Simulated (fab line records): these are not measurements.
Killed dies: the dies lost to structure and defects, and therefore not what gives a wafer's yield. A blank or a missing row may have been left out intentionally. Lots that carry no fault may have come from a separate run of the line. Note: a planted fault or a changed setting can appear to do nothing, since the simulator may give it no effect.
Chamber matching + flow gf180mcu + GF_V3_ETCH_16 on rie_diel-02: 4 sister chambers
The step etches BARC in N2/H2. 14 wafers are shown with their chamber, then 7 later ones without.

## WAFERS PAIRED WITH THEIR CHAMBERS
| wafer  | chamber | drypump_motor_current_A (A) | oes_product_au (a.u.) | throttle_valve_pct (%) |
|--------|---------|-----------------------------|-----------------------|------------------------|
| L078.1 | 1       | 4.8                         | 0.851                 | 13.234                 |
| L078.2 | 3       | 5.4                         | 0.853                 | 13.220                 |
| L078.4 | 1       | 4.8                         | 0.856                 | 13.225                 |
| L080.1 | 2       | 5.6                         | 0.859                 | 13.223                 |
| L080.4 | 1       | 4.9                         | 0.858                 | 13.214                 |
| L080.5 | 2       | 5.6                         | 0.859                 | 13.209                 |
| L081.1 | 1       | 4.8                         | 0.854                 | 13.212                 |
| L081.2 | 2       | 5.6                         | 0.856                 | 13.226                 |
| L081.3 | 3       | 5.4                         | 0.854                 | 13.219                 |
| L090.1 | 1       | 4.8                         | 0.851                 | 13.216                 |
| L090.3 | 0       | 6.0                         | 0.852                 | 13.231                 |
| L090.5 | 2       | 5.6                         | 0.857                 | 13.221                 |
| L091.3 | 3       | 5.4                         | 0.860                 | 13.229                 |
| L091.5 | 2       | 5.6                         | 0.860                 | 13.219                 |

SIGNATURES (averages over the wafers above)
| reading                 | chamber 0 | chamber 1 | chamber 2 | chamber 3 | scatter within a chamber |
|-------------------------|-----------|-----------|-----------|-----------|--------------------------|
| drypump_motor_current_A | 6.000     | 4.820     | 5.600     | 5.400     | 0.0283                   |
| oes_product_au          | 0.85200   | 0.85400   | 0.85820   | 0.85567   | 0.00278                  |
| throttle_valve_pct      | 13.23100  | 13.22020  | 13.21960  | 13.22267  | 0.00751                  |
Rule: distance of a wafer from a chamber = root of the sum over the readings of ((wafer's reading minus chamber's mean) / reading's scatter) squared. The wafer belongs to the nearest chamber; if the next one is less than 2 further off, it can't be placed. The scatter: the root of (the sum of the squares of (reading less its chamber's mean) over the shown wafers, divided by (wafers less chambers)).

## WAFERS WITH NO CHAMBER GIVEN
| wafer  | drypump_motor_current_A (A) | oes_product_au (a.u.) | throttle_valve_pct (%) |
|--------|-----------------------------|-----------------------|------------------------|
| L091.6 | 4.8                         | 0.864                 | 13.222                 |
| L095.2 | 6.0                         | 0.852                 | 13.217                 |
| L095.4 | 5.5                         | 0.855                 | 13.225                 |
| L095.5 | 4.8                         | 0.855                 | 13.235                 |
| L097.1 | 4.8                         | 0.858                 | 13.226                 |
| L097.2 | 5.6                         | 0.863                 | 13.220                 |
| L097.4 | 6.0                         | 0.852                 | 13.219                 |

## EACH ONE'S CHAMBER
| wafer  | from the rows above     | in truth |
|--------|-------------------------|----------|
| L091.6 | 1                       | 1        |
| L095.2 | 0                       | 0        |
| L095.4 | can't be placed: 3 or 2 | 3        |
| L095.5 | 1                       | 1        |
| L097.1 | 1                       | 1        |
| L097.2 | 2                       | 2        |
| L097.4 | 0                       | 0        |
6 of 7 placed correctly. Cannot be placed on the basis of these rows: 1; the candidates contain the true chamber in 1. Number placed wrongly: 0.
